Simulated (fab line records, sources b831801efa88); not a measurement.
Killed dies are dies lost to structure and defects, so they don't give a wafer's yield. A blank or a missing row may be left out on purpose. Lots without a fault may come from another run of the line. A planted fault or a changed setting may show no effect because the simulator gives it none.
One fault seen from 2 desks | flow sky130 | each desk has only its own numbers; what lay behind them comes last

THE METROLOGY DESK
What the gauges read, lot by lot, whatever tool the lot ran on: means of the sampled wafers that have a number. A lot is out of limits, marked OUT, if its mean lies more than 4 standard deviations from the usual mean; the brackets give that distance.
Columns: A = VIA3_BOW at SKY_VIA3_BOW_MEAS_03, usual 79 um; B = VIA3_OVL at SKY_VIA3_OVL_MEAS_13, usual -4 nm; C = VIA4_HDPCVD_THK at SKY_VIA4_THK_MEAS_01, usual 1753 nm
lot  | first seen here | A  | B   | C
L971 | day 39 14:54    | 65 | -6  | 1758
L972 | day 40 03:47    | 76 | -5  | 1771
L975 | day 40 20:03    | 87 | -6  | 1735
L978 | day 41 12:52    | 82 | -6  | 1737
L979 | day 41 19:32    | 76 | -10 | 1768
L980 | day 42 10:13    | 86 | -6  | 1755
L982 | day 42 20:22    | 85 | 0   | 1741
L983 | day 43 01:45    | 81 | -6  | 1859 (+4.8) OUT
L984 | day 43 12:03    | 77 | -2  | 1846 (+4.2) OUT
L985 | day 43 18:29    | 82 | -5  | 1872 (+5.4) OUT
L993 | day 45 15:13    | 82 | -5  | 1760
L994 | day 45 16:32    | 83 | -17 | 1747
This desk's finding: out of limits on L983, L984, L985; first on L983, day 46 01:42 (VIA4_HDPCVD_THK at SKY_VIA4_THK_MEAS_01). In limits: L971, L972, L975, L978, L979, L980, L982, L993, L994.

THE TOOL OWNER'S DESK: hdpcvd-02
The tool's own readings at SKY_VIA4_HDPCVD_00 (deposits SiO2, target thk 1750 nm, time 291.7 s): means of the sampled wafers that have a number, for each lot that ran on this tool. A lot is out of limits, marked OUT, if its mean lies more than 4 standard deviations from the usual mean; the brackets give that distance.
Columns: A = run_length_s at SKY_VIA4_HDPCVD_00, usual 319.5 s; B = sih4_flow_sccm at SKY_VIA4_HDPCVD_00, usual 60.02 sccm
lot  | first seen here | A               | B
L971 | day 42 21:11    | 318.7           | 60.13
L972 | day 43 10:05    | 319.2           | 59.98
L979 | day 44 21:59    | 319.0           | 60.04
L980 | day 45 11:16    | 319.3           | 60.21
L983 | day 46 01:31    | 333.0 (+20) OUT | 60.07
L984 | day 46 09:56    | 333.1 (+21) OUT | 60.25
L985 | day 46 16:35    | 339.6 (+30) OUT | 60.00
This desk's finding: out of limits on L983, L984, L985; first on L983, day 46 01:31 (run_length_s at SKY_VIA4_HDPCVD_00). In limits: L971, L972, L979, L980.

PUT TOGETHER
The tool owner's desk could have raised an alarm at day 46 01:31, on L983, L984, L985.
The metrology desk could have raised an alarm at day 46 01:42, on L983, L984, L985.
Of the lots named, all ran SKY_VIA4_HDPCVD_00 on hdpcvd-02.

WHAT THE SIMULATOR HAD PUT IN
Process parameter drift: hdpcvd-02, from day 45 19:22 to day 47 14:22, at SKY_VIA4_HDPCVD_00. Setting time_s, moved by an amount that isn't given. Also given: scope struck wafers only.
Lots struck among those shown: L983, L984, L985.
Hours from the fault's start to each desk's first reading out of limits: the tool owner's desk, 6; the metrology desk, 6.
